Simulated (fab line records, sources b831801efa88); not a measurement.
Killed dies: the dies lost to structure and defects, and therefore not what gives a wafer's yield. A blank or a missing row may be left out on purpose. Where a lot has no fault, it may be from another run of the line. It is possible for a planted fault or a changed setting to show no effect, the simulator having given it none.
Split-lot experiment | flow sky130 | route with 708 steps; 5 lots, 23 wafers read

ABOUT THE SPLIT
At SKY_VT_ADJUST_NCORE_COAT_02 (resist thk 1140 nm), the setting resist thk nm was moved away from the recipe's 1140 nm on 11 of the 23 wafers read, by -4.9% to -2.2%. All remaining wafers had this setting at the recipe value.

The reading is taken at the split's own step.

THE READING
NOVOLAK_of_VT_ADJUST_NCORE_COAT_02.thk nm (the simulator's own value, which no gauge read), in nm, at SKY_VT_ADJUST_NCORE_COAT_02 (resist thk 1140 nm). There is no usual value for it anywhere in the file. The 12 wafers here that ran the recipe average 1140 nm, standard deviation 3.8 nm.

wafer  | tool, chamber at the split | resist thk nm as run, nm | against the recipe | NOVOLAK_of_VT_ADJUST_NCORE_COAT_02.thk nm, nm | against lot-mates on the recipe
L076.1 | litho track-01, 0          | 1140                     | recipe             | 1141                                          | -
L076.2 | litho track-01, 0          | 1084                     | -4.9%              | 1087                                          | -54
L076.4 | litho track-01, 0          | 1140                     | recipe             | 1138                                          | -
L076.5 | litho track-01, 0          | 1140                     | recipe             | 1145                                          | -
L076.6 | litho track-01, 0          | 1084                     | -4.9%              | 1083                                          | -58
L079.1 | litho track-01, 0          | 1094                     | -4.0%              | 1090                                          | -50
L079.3 | litho track-01, 0          | 1094                     | -4.0%              | 1093                                          | -46
L079.6 | litho track-01, 0          | 1094                     | -4.0%              | 1093                                          | -46
L079.4 | litho track-01, 0          | 1140                     | recipe             | 1142                                          | -
L079.5 | litho track-01, 0          | 1140                     | recipe             | 1137                                          | -
L080.2 | litho track-01, 0          | 1140                     | recipe             | 1141                                          | -
L080.3 | litho track-01, 0          | 1140                     | recipe             | 1139                                          | -
L080.4 | litho track-01, 0          | 1115                     | -2.2%              | 1111                                          | -29
L080.6 | litho track-01, 0          | 1115                     | -2.2%              | 1111                                          | -29
L080.5 | litho track-01, 0          | 1115                     | -2.2%              | 1110                                          | -30
L083.1 | litho track-02, 0          | 1140                     | recipe             | 1144                                          | -
L083.3 | litho track-02, 0          | 1140                     | recipe             | 1145                                          | -
L083.4 | litho track-02, 0          | 1094                     | -4.0%              | 1095                                          | -50
L083.5 | litho track-02, 0          | 1094                     | -4.0%              | 1096                                          | -48
L083.6 | litho track-02, 0          | 1094                     | -4.0%              | 1096                                          | -48
L084.3 | litho track-03, 0          | 1140                     | recipe             | 1134                                          | -
L084.4 | litho track-03, 0          | 1140                     | recipe             | 1133                                          | -
L084.6 | litho track-03, 0          | 1140                     | recipe             | 1138                                          | -

THE FIT
A straight line over all 23 wafers: NOVOLAK_of_VT_ADJUST_NCORE_COAT_02.thk nm changes by +11.4 nm for each +1% of resist thk nm; r = +0.99; the points scatter about the line by 3.5 nm.
The same after taking each lot's own level away (the mean of its wafers on the recipe; 23 wafers): +11.8 nm for each +1%; r = +1.00; scatter 2.3 nm.
According to that fit, moving resist thk nm by its largest amount changes the reading by 58 nm.
The span of the lots' own levels, 1135.0 to 1144.5 nm, comes to 2.5 times the standard deviation stated above.
The two slopes agree, so the slope changes little with the lot-to-lot level.
Check: with one of the wafers moved furthest among these (-4.9%) left out of the fit, the line predicts -59.2 nm for it against its lot-mates. It came out at -54.3 nm against them.

FURTHER SPLITS ON THESE WAFERS
These wafers also went through other splits before the reading. Each is held against what the fit with the lots' levels taken away leaves over:
other split on the same wafers           | wafers away from the commonest value | r with NOVOLAK_of_VT_ADJUST_NCORE_COAT_02.thk nm (lot level and that fit taken away)
SKY_FIELD_ISO_EXPOSE_10 dose mj          | 11                                   | +0.09
SKY_FIELD_ISO_ETCH_17 icp w              | 6                                    | +0.46
SKY_PWDE_IMPLANT_08 energy kev           | 8                                    | -0.29
SKY_NWELL_IMPLANT_13 energy kev          | 9                                    | -0.15
SKY_NWELL_IMPLANT_24 energy kev          | 10                                   | -0.26
SKY_VT_ADJUST_HVTP_COAT_02 spin rpm      | 7                                    | +0.18
SKY_VT_ADJUST_LVTN_COAT_02 resist thk nm | 5                                    | +0.17

THE WHOLE CHAIN: every reading that the file lists as answering this split, in the file's order
step                         | what it does       | reading                                                                                    | change (the file's fit)              | r (the file's)
SKY_VT_ADJUST_NCORE_COAT_02  | resist thk 1140 nm | NOVOLAK_of_VT_ADJUST_NCORE_COAT_02.thk nm (the simulator's own value, which no gauge read) | +11.8 nm for each +1% of the setting | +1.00
SKY_VT_ADJUST_NCORE_STRIP_10 | strips in O2/N2    | strip time to endpoint s                                                                   | withheld for each +1% of the setting | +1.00

THE FILE'S OWN FIT
NOVOLAK_of_VT_ADJUST_NCORE_COAT_02.thk nm changes by +11.8 nm for each +1% of resist thk nm, r = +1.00.
